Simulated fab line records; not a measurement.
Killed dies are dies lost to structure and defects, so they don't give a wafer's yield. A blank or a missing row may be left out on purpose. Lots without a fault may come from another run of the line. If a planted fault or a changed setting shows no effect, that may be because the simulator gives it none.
fab line records	flow gf180mcu
record: lots: 5	wafers: 15	lastDay: 34
route steps=602 shown POLY_GATE@173 HV_LDD@176
lots that met no fault: from a run of the same line without faults
startH: hours from the record's first day to the start of the lot's first wafer shown	waitH: time in hours since the lot's previous step	" repeats the value in the row above	L1.1+2: one row covering several wafers at once	- no value present, or no start provided	* or withheld: withheld	< > ~ a bound
route shown NAME@n: names a module that has steps shown in the file, with the first one's number in the route	usual: the fault-free wafers' mean and standard deviation	same: alike in all rows	chamber/n: place in a boat	sites: each site's reading	_std_site: standard deviation of those values	_edge_site: outer sites' mean less inner sites'	radiusMm: how far each site lies from the wafer's centre	mask NAME#n: copy n	behind: the tool/chamber that last shaped the wafer	hold: reason for holding the lot/hours on hold/outcome of the hold	device: the transistor (n, p or np) that didn't switch	end of line: at the end of the route, the tests of the same wafers	a step given without rows: its recipe and nothing more	killed: not the wafer's yield, but the dies lost to structure and defects at the first sort	map: shows each die of a wafer: x if killed, . if not, _ if none is there
set.NAME: setting as actually run; set.NAME@STEP: the setting as run at that earlier step	model.NAME: the simulator's own value behind a step, which no gauge read
lots at some steps of the route; a table a step, a row a wafer
services: the hour from which a tool's chamber was out of use, counted from the record's first day as startH (under 0 if before that day), plus the number of hours and why
== steps ==
step: GF_POLY_GATE_OXIDATION_16
recipe: tempC: 850	ambient: O2	stabiliseS: 600	purgeS: 300	targetThkA: 40	oxTimeS: 899
usual: spikeTcTopC: 860/4.5	spikeTcUpperC: 850.3/1.1
lot.wafer	tool	chamber	startH	waitH	spikeTcTopC	spikeTcUpperC
L075.3	furnace-02	0	208.07	0.0	858	852.1
L075.5	"	0	"	"	859	850.9
L075.6	"	0	"	"	855	849.9
L081.1	furnace-01	0	247.51	0.6	866	849.3
L081.3	"	0	"	"	867	851.1
L081.6	"	0	"	"	866	848.8
L085.2	furnace-02	0	278.20	0.3	857	850.3
L085.3	"	0	"	"	857	850.1
L085.4	"	0	"	"	857	849.7
L093.2	furnace-02	0	332.84	0.0	857	851.2
L093.3	"	0	"	"	856	850.4
L093.6	"	0	"	"	857	850.9
L096.1	furnace-02	0	363.96	0.0	857	850.7
L096.3	"	0	"	"	856	849.4
L096.5	"	0	"	"	857	850.2
step: GF_POLY_GATE_THK_MEAS_17
recipe: reads: SiO2_of_POLY_GATE_OXIDATION_16
usual: POLY_GATE_OXIDATION_THK: 3.96/0.08
lot.wafer	tool	chamber	startH	waitH	POLY_GATE_OXIDATION_THK[nm]
L075.3	filmMetro-03	-	209.34	0.0	4.06
L075.5	"	-	"	"	3.97
L075.6	"	-	"	"	3.90
L081.1	filmMetro-03	-	248.76	0.0	3.82
L081.3	"	-	"	"	3.91
L081.6	"	-	"	"	3.95
L085.2	filmMetro-01	-	279.45	0.0	3.97
L085.3	"	-	"	"	3.89
L085.4	"	-	"	"	3.94
L093.2	filmMetro-03	-	334.10	0.0	3.80
L093.3	"	-	"	"	3.87
L093.6	"	-	"	"	3.82
L096.1	filmMetro-03	-	365.21	0.0	3.84
L096.3	"	-	"	"	3.82
L096.5	"	-	"	"	3.89
step: GF_POLY_GATE_CD_MEAS_18
usual: cdNm: 280.3/1.8
lot.wafer	tool	chamber	startH	waitH	cdNm
L075.3	cdSem-01	-	209.51	0.2	277.8
L075.5	"	-	"	"	279.9
L075.6	"	-	"	"	278.2
L081.1	cdSem-01	-	248.82	0.1	279.2
L081.3	"	-	"	"	277.1
L081.6	"	-	"	"	277.5
L085.2	cdSem-01	-	279.53	0.1	280.8
L085.3	"	-	"	"	281.5
L085.4	"	-	"	"	279.6
L093.2	cdSem-02	-	334.18	0.1	279.8
L093.3	"	-	"	"	281.2
L093.6	"	-	"	"	278.5
L096.1	cdSem-02	-	365.27	0.1	278.7
L096.3	"	-	"	"	282.4
L096.5	"	-	"	"	280.8
step: GF_HV_LDD_DEHYDRATE_00
recipe: tempC: 200	timeS: 60
usual: plateTempC: 200.04/0.16
lot.wafer	tool	chamber	startH	waitH	plateTempC
L075.3	lithoTrack-04	0	217.91	8.4	200.13
L075.5	"	0	"	"	199.89
L075.6	"	0	"	"	200.02
L081.1	lithoTrack-02	0	257.73	8.9	200.04
L081.3	"	0	"	"	199.88
L081.6	"	0	"	"	200.13
L085.2	lithoTrack-02	0	288.85	9.3	199.99
L085.3	"	0	"	"	200.14
L085.4	"	0	"	"	200.02
L093.2	lithoTrack-04	0	344.78	10.6	200.08
L093.3	"	0	"	"	199.90
L093.6	"	0	"	"	199.95
L096.1	lithoTrack-03	0	375.58	10.3	199.93
L096.3	"	0	"	"	200.03
L096.5	"	0	"	"	200.14
step: GF_HV_LDD_HMDS_01
recipe: primeTimeS: 60	primeTempC: 120
lot.wafer	tool	chamber	startH	waitH
L075.3+5+6	lithoTrack-04	0	218.06	0.1
L081.1+3+6	lithoTrack-02	0	257.88	0.1
L085.2+3+4	lithoTrack-02	0	289.00	0.1
L093.2+3+6	lithoTrack-04	0	344.93	0.1
L096.1+3+5	lithoTrack-03	0	375.73	0.1
step: GF_HV_LDD_COAT_02
recipe: resist: NOVOLAK	spinRpm: 3000	resistThkNm: 1000
lot.wafer	tool	chamber	startH	waitH
L075.3+5+6	lithoTrack-04	0	218.21	0.1
L081.1+3+6	lithoTrack-02	0	258.03	0.1
L085.2+3+4	lithoTrack-02	0	289.15	0.1
L093.2+3+6	lithoTrack-04	0	345.08	0.1
L096.1+3+5	lithoTrack-03	0	375.88	0.1
step: GF_HV_LDD_SOFTBAKE_03
recipe: tempC: 90	timeS: 60	resist: NOVOLAK
usual: plateTempC: 90.01/0.12
lot.wafer	tool	chamber	startH	waitH	plateTempC
L075.3	lithoTrack-04	0	218.36	0.1	89.99
L075.5	"	0	"	"	89.92
L075.6	"	0	"	"	90.02
L081.1	lithoTrack-02	0	258.18	0.1	90.03
L081.3	"	0	"	"	90.09
L081.6	"	0	"	"	90.08
L085.2	lithoTrack-02	0	289.30	0.1	89.92
L085.3	"	0	"	"	89.94
L085.4	"	0	"	"	89.82
L093.2	lithoTrack-04	0	345.23	0.1	89.82
L093.3	"	0	"	"	89.97
L093.6	"	0	"	"	89.97
L096.1	lithoTrack-03	0	376.03	0.1	89.93
L096.3	"	0	"	"	90.00
L096.5	"	0	"	"	90.11
step: GF_HV_LDD_EXPOSE_04
recipe: maskId: Nplus_LV_AREA	targetCdNm: 400	na: 0.6	sourceShape: conventional	sigmaOuter: 0.6	doseMj: 140
usual: focusOffsetNm: 0.0/0.49
lot.wafer	tool	chamber	startH	waitH	mask	focusOffsetNm
L075.3	ilineStepper-01	0	-	-	Nplus_LV_AREA#0	0.1
L075.5	"	0	"	"	Nplus_LV_AREA#0	-0.9
L075.6	"	0	"	"	Nplus_LV_AREA#0	0.3
L081.1	ilineStepper-02	0	-	-	Nplus_LV_AREA#0	0.4
L081.3	"	0	"	"	Nplus_LV_AREA#0	-0.4
L081.6	"	0	"	"	Nplus_LV_AREA#0	-0.6
L085.2	ilineStepper-01	0	-	-	Nplus_LV_AREA#0	-0.3
L085.3	"	0	"	"	Nplus_LV_AREA#0	0.1
L085.4	"	0	"	"	Nplus_LV_AREA#0	0.7
L093.2	ilineStepper-02	0	-	-	Nplus_LV_AREA#0	0.9
L093.3	"	0	"	"	Nplus_LV_AREA#0	0.6
L093.6	"	0	"	"	Nplus_LV_AREA#0	0.3
L096.1	ilineStepper-02	0	-	-	Nplus_LV_AREA#0	-0.3
L096.3	"	0	"	"	Nplus_LV_AREA#0	-0.3
L096.5	"	0	"	"	Nplus_LV_AREA#0	-0.3
step: GF_HV_LDD_PEB_05
recipe: tempC: withheld	timeS: *	resist: NOVOLAK
lot.wafer	tool	chamber	startH	waitH
L075.3+5+6	lithoTrack-03	0	-	-
L081.1+3+6	lithoTrack-04	0	-	-
L085.2+3+4	lithoTrack-03	0	-	-
L093.2+3+6	lithoTrack-03	0	-	-
L096.1+3+5	lithoTrack-04	0	-	-
step: GF_HV_LDD_DEVELOP_06
recipe: developTimeS: 60	devTempC: 23
lot.wafer	tool	chamber	startH	waitH
L075.3+5+6	lithoTrack-03	0	227.18	0.1
L081.1+3+6	lithoTrack-04	0	267.41	0.1
L085.2+3+4	lithoTrack-03	0	299.40	0.1
L093.2+3+6	lithoTrack-03	0	355.95	0.1
L096.1+3+5	lithoTrack-04	0	387.21	0.1
step: GF_HV_LDD_CD_MEAS_07
recipe: targetCdNm: 400
usual: cdNm: 399.7/2.3
lot.wafer	tool	chamber	startH	waitH	cdNm
L075.3	cdSem-01	-	227.32	0.1	396.0
L075.5	"	-	"	"	398.2
L075.6	"	-	"	"	399.5
L081.1	cdSem-02	-	267.56	0.1	403.7
L081.3	"	-	"	"	402.2
L081.6	"	-	"	"	399.6
L085.2	cdSem-01	-	299.55	0.1	398.8
L085.3	"	-	"	"	400.3
L085.4	"	-	"	"	396.1
L093.2	cdSem-01	-	356.10	0.1	399.9
L093.3	"	-	"	"	399.9
L093.6	"	-	"	"	399.8
L096.1	cdSem-02	-	387.36	0.1	398.6
L096.3	"	-	"	"	398.5
L096.5	"	-	"	"	397.9
step: GF_HV_LDD_OVL_MEAS_08
usual: HV_LDD_OVL: -0.1/1.6
lot.wafer	tool	chamber	startH	waitH	HV_LDD_OVL[nm]
L075.3	overlay-01	-	227.41	0.1	0.9
L075.5	"	-	"	"	3.9
L075.6	"	-	"	"	2.4
L081.1	overlay-01	-	267.68	0.1	0.4
L081.3	"	-	"	"	-1.0
L081.6	"	-	"	"	0.7
L085.2	overlay-02	-	299.65	0.1	-2.8
L085.3	"	-	"	"	-1.4
L085.4	"	-	"	"	-1.1
L093.2	overlay-02	-	356.20	0.1	0.3
L093.3	"	-	"	"	1.9
L093.6	"	-	"	"	1.3
L096.1	overlay-01	-	387.48	0.1	-0.9
L096.3	"	-	"	"	2.2
L096.5	"	-	"	"	0.9
step: GF_HV_LDD_IMPLANT_09
recipe: species: As	energyKev: 40	doseCm2: 1e+14	tiltDeg: 7
lot.wafer	tool	chamber	startH	waitH
L075.3+5+6	implanter-04	0	227.49	0.1
L081.1+3+6	implanter-01	0	267.72	0.0
L085.2+3+4	implanter-01	0	299.71	0.0
L093.2+3+6	implanter-01	0	356.26	0.0
L096.1+3+5	implanter-01	0	387.51	0.0
step: GF_HV_LDD_STRIP_10
recipe: chemistry: O2/N2	powerW: 1400	pressureMtorr: 1500	platenTempC: 250	o2FlowSccm: 3000	n2FlowSccm: 300	overashFraction: 0.5
usual: drypumpMotorCurrentA: 5.86/0.26	heaterPowerW: 322/24	oesProductAu: 0.716/0.0043	stripTimeToEndpointS: 12.64/0.04
lot.wafer	tool	chamber	startH	waitH	drypumpMotorCurrentA	heaterPowerW	oesProductAu	rfHoursCounterH	stripTimeToEndpointS
L075.3	plasmaAsher-03	0	227.62	0.1	6.07	271	0.701	-	12.66
L075.5	"	1	"	"	5.77	327	0.720	-	12.66
L075.6	"	0	"	"	6.09	267	0.719	-	12.61
L081.1	plasmaAsher-04	0	267.87	0.1	6.25	305	0.718	16	12.64
L081.3	"	1	"	"	5.34	341	0.723	-	12.61
L081.6	"	0	"	"	6.25	314	0.713	-	12.64
L085.2	plasmaAsher-03	0	299.83	0.1	6.08	273	0.716	65	12.68
L085.3	"	1	"	"	5.73	322	0.720	-	12.66
L085.4	"	0	"	"	6.10	272	0.717	-	12.64
L093.2	plasmaAsher-01	0	356.38	0.1	5.82	330	0.715	76	12.69
L093.3	"	1	"	"	5.85	321	0.713	-	12.70
L093.6	"	0	"	"	5.81	342	0.715	-	12.68
L096.1	plasmaAsher-01	0	387.66	0.1	5.83	342	0.717	79	12.61
L096.3	"	1	"	"	5.86	334	0.720	-	12.65
L096.5	"	0	"	"	5.82	339	0.717	-	12.63
step: GF_HV_LDD_TW_MEAS_11
usual: HV_LDD_TW: 2428/11
lot.wafer	tool	chamber	startH	waitH	HV_LDD_TW
L075.3	filmMetro-04	-	227.71	0.1	2442
L075.5	"	-	"	"	2430
L075.6	"	-	"	"	2428
L081.1	filmMetro-04	-	267.97	0.1	2441
L081.3	"	-	"	"	2448
L081.6	"	-	"	"	2445
L085.2	filmMetro-03	-	299.94	0.1	2429
L085.3	"	-	"	"	2408
L085.4	"	-	"	"	2416
L093.2	filmMetro-04	-	356.49	0.1	2425
L093.3	"	-	"	"	2420
L093.6	"	-	"	"	2432
L096.1	filmMetro-02	-	387.76	0.1	2443
L096.3	"	-	"	"	2445
L096.5	"	-	"	"	2435
step: GF_HV_LDD_DEHYDRATE_12
recipe: tempC: 200	timeS: 60
usual: plateTempC: 200.00/0.16
lot.wafer	tool	chamber	startH	waitH	plateTempC
L075.3	lithoTrack-04	0	235.91	8.2	200.17
L075.5	"	0	"	"	200.02
L075.6	"	0	"	"	200.13
L081.1	lithoTrack-04	0	276.96	9.0	199.81
L081.3	"	0	"	"	199.58
L081.6	"	0	"	"	199.86
L085.2	lithoTrack-02	0	309.45	9.5	199.76
L085.3	"	0	"	"	199.95
L085.4	"	0	"	"	199.71
L093.2	lithoTrack-04	0	367.28	10.8	200.13
L093.3	"	0	"	"	199.96
L093.6	"	0	"	"	200.14
L096.1	lithoTrack-04	0	398.71	10.9	200.26
L096.3	"	0	"	"	199.96
L096.5	"	0	"	"	200.16
step: GF_HV_LDD_HMDS_13
recipe: primeTimeS: 60	primeTempC: 120
lot.wafer	tool	chamber	startH	waitH
L075.3+5+6	lithoTrack-04	0	236.06	0.1
L081.1+3+6	lithoTrack-04	0	277.11	0.1
L085.2+3+4	lithoTrack-02	0	309.60	0.1
L093.2+3+6	lithoTrack-04	0	367.43	0.1
L096.1+3+5	lithoTrack-04	0	398.86	0.1
step: GF_HV_LDD_COAT_14
recipe: resist: NOVOLAK	spinRpm: 3000	resistThkNm: 1000
lot.wafer	tool	chamber	startH	waitH
L075.3+5+6	lithoTrack-04	0	236.21	0.1
L081.1+3+6	lithoTrack-04	0	277.26	0.1
L085.2+3+4	lithoTrack-02	0	309.75	0.1
L093.2+3+6	lithoTrack-04	0	367.58	0.1
L096.1+3+5	lithoTrack-04	0	399.01	0.1
step: GF_HV_LDD_SOFTBAKE_15
recipe: tempC: 90	timeS: 60	resist: NOVOLAK
usual: plateTempC: 89.98/0.15
lot.wafer	tool	chamber	startH	waitH	plateTempC
L075.3	lithoTrack-04	0	236.36	0.1	90.17
L075.5	"	0	"	"	90.07
L075.6	"	0	"	"	89.80
L081.1	lithoTrack-04	0	277.41	0.1	89.76
L081.3	"	0	"	"	89.98
L081.6	"	0	"	"	90.03
L085.2	lithoTrack-02	0	309.90	0.1	89.91
L085.3	"	0	"	"	89.74
L085.4	"	0	"	"	89.78
L093.2	lithoTrack-04	0	367.73	0.1	90.15
L093.3	"	0	"	"	89.87
L093.6	"	0	"	"	90.10
L096.1	lithoTrack-04	0	399.16	0.1	89.96
L096.3	"	0	"	"	90.10
L096.5	"	0	"	"	89.89
step: GF_HV_LDD_EXPOSE_16
recipe: maskId: Pplus_LV_AREA	targetCdNm: 400	na: 0.6	sourceShape: conventional	sigmaOuter: 0.6	doseMj: 140
usual: focusOffsetNm: 0.0/0.47
lot.wafer	tool	chamber	startH	waitH	mask	focusOffsetNm
L075.3	ilineStepper-01	0	-	-	Pplus_LV_AREA#0	0.4
L075.5	"	0	"	"	Pplus_LV_AREA#0	0.0
L075.6	"	0	"	"	Pplus_LV_AREA#0	0.4
L081.1	ilineStepper-02	0	-	-	Pplus_LV_AREA#0	0.0
L081.3	"	0	"	"	Pplus_LV_AREA#0	0.5
L081.6	"	0	"	"	Pplus_LV_AREA#0	0.2
L085.2	ilineStepper-01	0	-	-	Pplus_LV_AREA#0	-0.1
L085.3	"	0	"	"	Pplus_LV_AREA#0	-0.6
L085.4	"	0	"	"	Pplus_LV_AREA#0	-0.6
L093.2	ilineStepper-01	0	-	-	Pplus_LV_AREA#0	-0.1
L093.3	"	0	"	"	Pplus_LV_AREA#0	0.2
L093.6	"	0	"	"	Pplus_LV_AREA#0	-0.3
L096.1	ilineStepper-01	0	-	-	Pplus_LV_AREA#0	0.5
L096.3	"	0	"	"	Pplus_LV_AREA#0	0.1
L096.5	"	0	"	"	Pplus_LV_AREA#0	0.8
step: GF_HV_LDD_PEB_17
recipe: tempC: withheld	timeS: *	resist: NOVOLAK
lot.wafer	tool	chamber	startH	waitH
L075.3+5+6	lithoTrack-03	0	-	-
L081.1+3+6	lithoTrack-02	0	-	-
L085.2+3+4	lithoTrack-04	0	-	-
L093.2+3+6	lithoTrack-03	0	-	-
L096.1+3+5	lithoTrack-04	0	-	-
step: GF_HV_LDD_DEVELOP_18
recipe: developTimeS: 60	devTempC: 23
lot.wafer	tool	chamber	startH	waitH
L075.3+5+6	lithoTrack-03	0	246.03	0.1
L081.1+3+6	lithoTrack-02	0	286.98	0.1
L085.2+3+4	lithoTrack-04	0	320.33	0.1
L093.2+3+6	lithoTrack-03	0	378.20	0.1
L096.1+3+5	lithoTrack-04	0	410.56	0.1
step: GF_HV_LDD_CD_MEAS_19
recipe: targetCdNm: 400
usual: cdNm: 400.0/2.6
lot.wafer	tool	chamber	startH	waitH	cdNm
L075.3	cdSem-01	-	246.17	0.1	399.3
L075.5	"	-	"	"	400.3
L075.6	"	-	"	"	400.1
L081.1	cdSem-01	-	287.13	0.1	400.0
L081.3	"	-	"	"	398.0
L081.6	"	-	"	"	396.8
L085.2	cdSem-01	-	320.48	0.1	403.5
L085.3	"	-	"	"	404.4
L085.4	"	-	"	"	405.1
L093.2	cdSem-02	-	378.35	0.1	402.1
L093.3	"	-	"	"	401.2
L093.6	"	-	"	"	399.4
L096.1	cdSem-02	-	410.71	0.1	401.3
L096.3	"	-	"	"	401.8
L096.5	"	-	"	"	401.0
step: GF_HV_LDD_OVL_MEAS_20
usual: HV_LDD_01_OVL: 0.6/1.3
lot.wafer	tool	chamber	startH	waitH	HV_LDD_01_OVL[nm]
L075.3	overlay-02	-	246.26	0.1	1.0
L075.5	"	-	"	"	1.0
L075.6	"	-	"	"	-0.4
L081.1	overlay-01	-	287.25	0.1	-1.0
L081.3	"	-	"	"	0.6
L081.6	"	-	"	"	1.5
L085.2	overlay-02	-	320.58	0.1	0.5
L085.3	"	-	"	"	-1.2
L085.4	"	-	"	"	1.6
L093.2	overlay-01	-	378.45	0.1	0.3
L093.3	"	-	"	"	-1.0
L093.6	"	-	"	"	1.0
L096.1	overlay-01	-	410.83	0.1	0.3
L096.3	"	-	"	"	0.4
L096.5	"	-	"	"	-0.5
step: GF_HV_LDD_IMPLANT_21
recipe: species: BF2	energyKev: 25	doseCm2: 5e+13	tiltDeg: 7
lot.wafer	tool	chamber	startH	waitH
L075.3+5+6	implanter-04	0	246.34	0.1
L081.1+3+6	implanter-01	0	287.28	0.0
L085.2+3+4	implanter-01	0	320.64	0.0
L093.2+3+6	implanter-01	0	378.51	0.0
L096.1+3+5	implanter-04	0	410.86	0.0
step: GF_HV_LDD_STRIP_22
recipe: chemistry: O2/N2	powerW: 1400	pressureMtorr: 1500	platenTempC: 250	o2FlowSccm: 3000	n2FlowSccm: 300	overashFraction: 0.5
usual: drypumpMotorCurrentA: 5.87/0.26	heaterPowerW: 317/28	oesProductAu: 0.716/0.0045	stripTimeToEndpointS: 12.636/0.029
lot.wafer	tool	chamber	startH	waitH	drypumpMotorCurrentA	heaterPowerW	oesProductAu	rfHoursCounterH	stripTimeToEndpointS
L075.3	plasmaAsher-04	0	246.47	0.1	6.24	302	0.718	-	12.663
L075.5	"	1	"	"	5.34	348	0.716	-	12.652
L075.6	"	0	"	"	6.25	311	0.721	-	12.605
L081.1	plasmaAsher-03	0	287.43	0.1	6.10	262	0.711	64	12.597
L081.3	"	1	"	"	5.75	321	0.717	-	12.603
L081.6	"	1	"	"	5.71	328	0.712	-	12.678
L085.2	plasmaAsher-01	1	320.76	0.1	5.85	332	0.721	73	12.624
L085.3	"	0	"	"	5.81	330	0.713	-	12.642
L085.4	"	1	"	"	5.85	324	0.717	-	12.647
L093.2	plasmaAsher-03	0	378.63	0.1	6.12	271	0.713	74	12.620
L093.3	"	0	"	"	6.10	274	0.708	-	12.660
L093.6	"	0	"	"	6.10	270	0.713	-	12.621
L096.1	plasmaAsher-04	1	411.01	0.1	5.36	339	0.718	31	12.657
L096.3	"	1	"	"	5.32	342	0.714	-	12.681
L096.5	"	0	"	"	6.27	316	0.711	-	12.658
step: GF_HV_LDD_TW_MEAS_23
usual: HV_LDD_2_TW: 1062/4.6
lot.wafer	tool	chamber	startH	waitH	HV_LDD_2_TW
L075.3	filmMetro-02	-	246.56	0.1	1068
L075.5	"	-	"	"	1069
L075.6	"	-	"	"	1064
L081.1	filmMetro-03	-	287.53	0.1	1059
L081.3	"	-	"	"	1058
L081.6	"	-	"	"	1055
L085.2	filmMetro-03	-	320.87	0.1	1056
L085.3	"	-	"	"	1061
L085.4	"	-	"	"	1060
L093.2	filmMetro-04	-	378.74	0.1	1060
L093.3	"	-	"	"	1060
L093.6	"	-	"	"	1059
L096.1	filmMetro-04	-	411.11	0.1	1060
L096.3	"	-	"	"	1064
L096.5	"	-	"	"	1069
step: GF_HV_LDD_DEHYDRATE_24
recipe: tempC: 200	timeS: 60
usual: plateTempC: 199.97/0.17
lot.wafer	tool	chamber	startH	waitH	plateTempC
L075.3	lithoTrack-04	0	255.16	8.6	200.13
L075.5	"	0	"	"	200.20
L075.6	"	0	"	"	200.20
L081.1	lithoTrack-04	0	296.61	9.1	199.80
L081.3	"	0	"	"	199.76
L081.6	"	0	"	"	199.89
L085.2	lithoTrack-03	0	330.50	9.6	200.05
L085.3	"	0	"	"	200.08
L085.4	"	0	"	"	199.96
L093.2	lithoTrack-02	0	389.65	10.9	199.93
L093.3	"	0	"	"	199.73
L093.6	"	0	"	"	200.06
L096.1	lithoTrack-03	0	422.53	11.4	200.01
L096.3	"	0	"	"	199.93
L096.5	"	0	"	"	199.83
step: GF_HV_LDD_HMDS_25
recipe: primeTimeS: 60	primeTempC: 120
lot.wafer	tool	chamber	startH	waitH
L075.3+5+6	lithoTrack-04	0	255.31	0.1
L081.1+3+6	lithoTrack-04	0	296.76	0.1
L085.2+3+4	lithoTrack-03	0	330.65	0.1
L093.2+3+6	lithoTrack-02	0	389.80	0.1
L096.1+3+5	lithoTrack-03	0	422.68	0.1
step: GF_HV_LDD_COAT_26
recipe: resist: NOVOLAK	spinRpm: 3000	resistThkNm: 1000
lot.wafer	tool	chamber	startH	waitH
L075.3+5+6	lithoTrack-04	0	255.46	0.1
L081.1+3+6	lithoTrack-04	0	296.91	0.1
L085.2+3+4	lithoTrack-03	0	330.80	0.1
L093.2+3+6	lithoTrack-02	0	389.95	0.1
L096.1+3+5	lithoTrack-03	0	422.83	0.1
step: GF_HV_LDD_SOFTBAKE_27
recipe: tempC: 90	timeS: 60	resist: NOVOLAK
usual: plateTempC: 90.02/0.13
lot.wafer	tool	chamber	startH	waitH	plateTempC
L075.3	lithoTrack-04	0	255.61	0.1	90.08
L075.5	"	0	"	"	90.02
L075.6	"	0	"	"	89.95
L081.1	lithoTrack-04	0	297.06	0.1	90.11
L081.3	"	0	"	"	90.03
L081.6	"	0	"	"	90.22
L085.2	lithoTrack-03	0	330.95	0.1	89.95
L085.3	"	0	"	"	89.96
L085.4	"	0	"	"	90.26
L093.2	lithoTrack-02	0	390.10	0.1	90.03
L093.3	"	0	"	"	89.81
L093.6	"	0	"	"	89.90
L096.1	lithoTrack-03	0	422.98	0.1	90.19
L096.3	"	0	"	"	90.05
L096.5	"	0	"	"	89.99
step: GF_HV_LDD_EXPOSE_28
recipe: maskId: Nplus_HV_AREA	targetCdNm: 400	na: 0.6	sourceShape: conventional	sigmaOuter: 0.6	doseMj: 140
usual: focusOffsetNm: -0.1/0.54
lot.wafer	tool	chamber	startH	waitH	mask	focusOffsetNm
L075.3	ilineStepper-01	0	-	-	Nplus_HV_AREA#0	0.6
L075.5	"	0	"	"	Nplus_HV_AREA#0	0.2
L075.6	"	0	"	"	Nplus_HV_AREA#0	-0.1
L081.1	ilineStepper-01	0	-	-	Nplus_HV_AREA#0	0.5
L081.3	"	0	"	"	Nplus_HV_AREA#0	0.2
L081.6	"	0	"	"	Nplus_HV_AREA#0	0.4
L085.2	ilineStepper-01	0	-	-	Nplus_HV_AREA#0	0.3
L085.3	"	0	"	"	Nplus_HV_AREA#0	0.8
L085.4	"	0	"	"	Nplus_HV_AREA#0	0.4
L093.2	ilineStepper-02	0	-	-	Nplus_HV_AREA#0	-1.2
L093.3	"	0	"	"	Nplus_HV_AREA#0	0.4
L093.6	"	0	"	"	Nplus_HV_AREA#0	-0.2
L096.1	ilineStepper-02	0	-	-	Nplus_HV_AREA#0	-1.6
L096.3	"	0	"	"	Nplus_HV_AREA#0	-1.1
L096.5	"	0	"	"	Nplus_HV_AREA#0	-0.6
step: GF_HV_LDD_PEB_29
recipe: tempC: withheld	timeS: *	resist: NOVOLAK
lot.wafer	tool	chamber	startH	waitH
L075.3+5+6	lithoTrack-03	0	-	-
L081.1+3+6	lithoTrack-03	0	-	-
L085.2+3+4	lithoTrack-04	0	-	-
L093.2+3+6	lithoTrack-03	0	-	-
L096.1+3+5	lithoTrack-02	0	-	-
step: GF_HV_LDD_DEVELOP_30
recipe: developTimeS: 60	devTempC: 23
lot.wafer	tool	chamber	startH	waitH
L075.3+5+6	lithoTrack-03	0	264.68	0.1
L081.1+3+6	lithoTrack-03	0	306.83	0.1
L085.2+3+4	lithoTrack-04	0	341.63	0.1
L093.2+3+6	lithoTrack-03	0	401.45	0.1
L096.1+3+5	lithoTrack-02	0	434.97	0.1
step: GF_HV_LDD_CD_MEAS_31
recipe: targetCdNm: 400
usual: cdNm: 399.7/2.4
lot.wafer	tool	chamber	startH	waitH	cdNm
L075.3	cdSem-02	-	264.82	0.1	398.9
L075.5	"	-	"	"	401.7
L075.6	"	-	"	"	399.2
L081.1	cdSem-02	-	306.98	0.1	397.1
L081.3	"	-	"	"	395.6
L081.6	"	-	"	"	399.1
L085.2	cdSem-01	-	341.78	0.1	401.8
L085.3	"	-	"	"	401.7
L085.4	"	-	"	"	403.4
L093.2	cdSem-02	-	401.60	0.1	401.8
L093.3	"	-	"	"	401.3
L093.6	"	-	"	"	400.2
L096.1	cdSem-02	-	435.12	0.1	399.6
L096.3	"	-	"	"	397.3
L096.5	"	-	"	"	400.8
step: GF_HV_LDD_OVL_MEAS_32
usual: HV_LDD_02_OVL: 1.0/1.5
lot.wafer	tool	chamber	startH	waitH	HV_LDD_02_OVL[nm]
L075.3	overlay-02	-	264.91	0.1	2.5
L075.5	"	-	"	"	0.8
L075.6	"	-	"	"	2.2
L081.1	overlay-01	-	307.10	0.1	0.5
L081.3	"	-	"	"	3.9
L081.6	"	-	"	"	2.0
L085.2	overlay-02	-	341.88	0.1	-1.6
L085.3	"	-	"	"	-1.6
L085.4	"	-	"	"	-1.6
L093.2	overlay-01	-	401.70	0.1	1.2
L093.3	"	-	"	"	1.3
L093.6	"	-	"	"	2.6
L096.1	overlay-01	-	435.24	0.1	2.3
L096.3	"	-	"	"	3.5
L096.5	"	-	"	"	1.4
== services ==
tool	chamber	startH	hours	kind
implanter-01	-	184.38	2.5	repair
ilineStepper-01	-	209.80	2.1	pm
plasmaAsher-01	-	218.55	10.0	pm
furnace-02	-	236.46	1.9	repair
ilineStepper-01	-	237.88	1.7	pm
ilineStepper-02	-	242.93	1.7	pm
furnace-02	-	246.61	6.5	pm
ilineStepper-01	-	251.85	3.8	repair
plasmaAsher-03	-	281.28	2.8	repair
plasmaAsher-04	-	288.92	1.1	repair
furnace-02	-	293.76	3.8	pm
implanter-04	-	304.94	1.7	pm
implanter-04	-	306.69	6.8	pm
ilineStepper-02	-	307.41	4.2	repair
implanter-01	-	321.98	2.7	pm
implanter-01	-	331.68	14.1	repair
plasmaAsher-01	-	334.46	6.2	repair
implanter-04	-	341.44	18.0	repair
implanter-01	-	343.80	3.5	repair
implanter-04	-	350.18	0.5	repair
plasmaAsher-01	-	392.26	3.7	repair
plasmaAsher-03	-	412.22	0.5	repair
plasmaAsher-03	-	421.25	9.0	pm
furnace-02	-	422.19	2.5	pm
== key ==
fault none
